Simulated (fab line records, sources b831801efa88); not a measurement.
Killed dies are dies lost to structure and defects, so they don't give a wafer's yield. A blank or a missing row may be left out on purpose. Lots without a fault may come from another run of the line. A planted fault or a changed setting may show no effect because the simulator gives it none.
Chamber matching | flow gf180mcu | GF_V5_CMP_26 on cmp-02: 4 sister chambers
The step polishes, stops on SiO2, t overpolish 15 s, target thk 0 nm. 8 wafers are shown with their chamber, then 7 later ones without.

WAFERS WITH THEIR CHAMBER
wafer  | chamber | motor_current_A (A) | head_pressure_psi (psi)
L674.3 | 1       | 9.4                 | 3.499
L674.5 | 0       | 13.4                | 3.498
L675.1 | 1       | 9.7                 | 3.510
L675.3 | 3       | 11.6                | 3.509
L676.5 | 2       | 9.9                 | 3.484
L676.6 | 3       | 11.4                | 3.500
L682.3 | 2       | 9.5                 | 3.496
L682.4 | 0       | 12.7                | 3.508

WAFERS WITHOUT THEIR CHAMBER
wafer  | motor_current_A (A) | head_pressure_psi (psi)
L682.6 | 9.9                 | 3.506
L684.2 | 11.8                | 3.495
L684.5 | 9.5                 | 3.507
L684.6 | 10.3                | 3.497
L686.1 | 13.1                | 3.501
L686.4 | 11.3                | 3.502
L686.5 | 13.1                | 3.486

WHICH CHAMBER EACH WENT THROUGH
wafer  | from the rows above          | in truth
L682.6 | can't be placed: 1 or 2      | 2
L684.2 | 3                            | 3
L684.5 | can't be placed: 1 or 2      | 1
L684.6 | can't be placed: 2 or 1 or 3 | 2
L686.1 | 0                            | 0
L686.4 | 3                            | 3
L686.5 | 0                            | 0
Placed correctly: 4 of 7. Can't be placed from these rows: 3 (the true chamber is among the candidates in 3). Placed wrongly: 0.
How it was worked out, from the rows above alone: a wafer's distance from a chamber is the root of the sum, over the readings, of the square of ((its reading less the chamber's mean) divided by the reading's scatter). The wafer belongs to the nearest chamber; if the next one is less than 2 further off, it can't be placed. A chamber's mean is the mean of its shown wafers. The scatter: the root of (the sum of the squares of (reading less its chamber's mean) over the shown wafers, divided by (wafers less chambers)).
